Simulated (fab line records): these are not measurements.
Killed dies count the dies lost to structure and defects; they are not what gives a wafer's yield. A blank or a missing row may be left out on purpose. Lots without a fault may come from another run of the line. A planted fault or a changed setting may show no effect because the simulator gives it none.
Matching of chambers / flow gf180mcu / GF_CONTACT_CMP_04 on cmp-01 has 4 sister chambers
The step polishes SiO2. 8 wafers are shown with their chamber, then 7 later ones without.

## WAFERS, EACH WITH ITS CHAMBER
wafer=L114.2; chamber=2; motor current A (A)=11.8; time to endpoint s (s)=97
wafer=L116.4; chamber=3; motor current A (A)=13.7; time to endpoint s (s)=112
wafer=L116.6; chamber=3; motor current A (A)=13.6; time to endpoint s (s)=109
wafer=L118.4; chamber=2; motor current A (A)=11.9; time to endpoint s (s)=109
wafer=L118.6; chamber=0; motor current A (A)=12.4; time to endpoint s (s)=106
wafer=L123.1; chamber=1; motor current A (A)=9.1; time to endpoint s (s)=117
wafer=L123.4; chamber=0; motor current A (A)=12.2; time to endpoint s (s)=114
wafer=L123.6; chamber=1; motor current A (A)=9.8; time to endpoint s (s)=119

## WAFERS MISSING THEIR CHAMBER
wafer=L124.3; motor current A (A)=9.7; time to endpoint s (s)=113
wafer=L124.4; motor current A (A)=11.2; time to endpoint s (s)=108
wafer=L124.5; motor current A (A)=11.4; time to endpoint s (s)=112
wafer=L130.1; motor current A (A)=9.7; time to endpoint s (s)=137
wafer=L130.2; motor current A (A)=12.4; time to endpoint s (s)=131
wafer=L130.6; motor current A (A)=10.4; time to endpoint s (s)=135
wafer=L131.1; motor current A (A)=11.7; time to endpoint s (s)=131

## THE CHAMBER EACH PASSED THROUGH
wafer=L124.3; from the rows above=1; in truth=1
wafer=L124.4; from the rows above=can't be placed: 2 or 0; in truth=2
wafer=L124.5; from the rows above=can't be placed: 2 or 0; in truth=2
wafer=L130.1; from the rows above=1; in truth=1
wafer=L130.2; from the rows above=can't be placed: 0 or 2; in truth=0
wafer=L130.6; from the rows above=1; in truth=1
wafer=L131.1; from the rows above=can't be placed: 0 or 2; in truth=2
Correctly placed: 3 of 7. Not placeable from these rows: 4 (in 4, the candidates include the true chamber). Number placed wrongly: 0.
How it was worked out, from the rows above alone: a wafer's distance from a chamber is the root of the sum, over the readings, of the square of ((its reading less the chamber's mean) divided by the reading's scatter). The wafer belongs to the nearest chamber; if the next one is less than 2 further off, it can't be placed. A chamber's mean is the mean of its shown wafers. How the scatter is found: for the shown wafers, subtract from each reading the mean of its chamber, square and add these, divide the total by (wafers less chambers), then take the root.
